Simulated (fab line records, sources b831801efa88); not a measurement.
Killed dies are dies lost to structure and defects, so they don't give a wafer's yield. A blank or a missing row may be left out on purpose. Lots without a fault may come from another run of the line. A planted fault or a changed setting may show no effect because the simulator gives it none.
Problem report in the 8D (eight disciplines) form, filled by code | flow sky130 | the parts of the form that need people (team, actions taken, sign-off) are left out

1. THE PROBLEM
oes_product_au at SKY_METAL4_METAL_ETCH_18 reads a mean of 0.908 a.u. on 6 wafers of 2 lots; wafers without a fault read 0.865 a.u. with a standard deviation of 0.0057. That is +7.5 standard deviations from the usual mean.
The step: etches the open film in Cl2/BCl3, stops on SiO2, target depth 845 nm, time 183.1 s.
First seen on wafer L698.1, day 42 07:24, on rie_metal-02. The record holds 30 wafers of 10 lots with a number at this step. Rule for "out", or "out of limits": more than 4 standard deviations from the usual mean. The other wafers with a number count as sound.

2. WHAT IT IS AND WHAT IT IS NOT
question                    | is                     | is not
which readings at this step | oes_product_au         | drypump_motor_current_A, throttle_valve_pct
which lots                  | L698, L701             | L699, L710, L713, L714, L716, L717, L718, L719
which wafers of those lots  | all that have a number | -
read on which tools         | rie_metal-02           | rie_metal-01, rie_metal-04
when                        | from day 42 07:24      | up to then (3 sound wafers); but 21 sound wafers of L710, L713, L714, L716, L717, L718, L719 came after

3. SUSPECTS, AND WHAT RULES EACH OUT
Counting: a tool at a process step up to the reading stays a suspect if it ran every lot that is out and no sound lot after the first of them.
- rie_diel-03 at SKY_POLY_CUT_ETCH_11 (etches Si3N4 in CF4/CH2F2/Ar, stops on poly-Si, time 42.5 s, target depth 60 nm): ruled out as a lasting fault. Sound lots L710, L714, L716, L717 ran on it after its first lot that is out, L698 (day 24 19:41).
- rie_metal-02 at SKY_METAL4_METAL_ETCH_18 (etches the open film in Cl2/BCl3, stops on SiO2, target depth 845 nm, time 183.1 s): ruled out as a lasting fault. Sound lots L717, L718, L719 ran on it after its first lot that is out, L698 (day 42 07:24).
Left after counting: nothing in the record.

4. THE CAUSE (what the simulator had put in)
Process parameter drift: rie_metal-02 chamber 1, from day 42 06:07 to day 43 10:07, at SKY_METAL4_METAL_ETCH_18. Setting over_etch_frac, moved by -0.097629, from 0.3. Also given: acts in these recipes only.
Counting ruled it out, wrongly.

5. THE CHAIN OF EFFECTS, in route order
Each row: a reading whose mean over the struck wafers that have a number lies more than 3 standard deviations from the usual. Only readings for which the record gives a usual standard deviation are gone through. hours: the time from each lot's start at the first step in this table that gives one to its start at this step, as a median over the lots. sigmas: the change in usual standard deviations.
hours | step                     | reading                  | usual      | on struck wafers | change | sigmas
0     | SKY_METAL4_METAL_ETCH_18 | oes_product_au           | 0.865 a.u. | 0.908            | +0.043 | +7.5
0     | SKY_METAL4_STRIP_19      | oes_product_au           | 0.504 a.u. | 0.523            | +0.019 | +3.5
0     | SKY_METAL4_STRIP_19      | strip_time_to_endpoint_s | 6.57 s     | 6.98             | +0.41  | +5.7
The process steps in it:
- SKY_METAL4_METAL_ETCH_18: etches the open film in Cl2/BCl3, stops on SiO2, target depth 845 nm, time 183.1 s.
- SKY_METAL4_STRIP_19: strips in O2/N2.

6. WHAT WOULD HAVE CAUGHT IT SOONER
In this record the first reading out of limits was taken at day 42 07:24, 1 hour after the fault began at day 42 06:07.
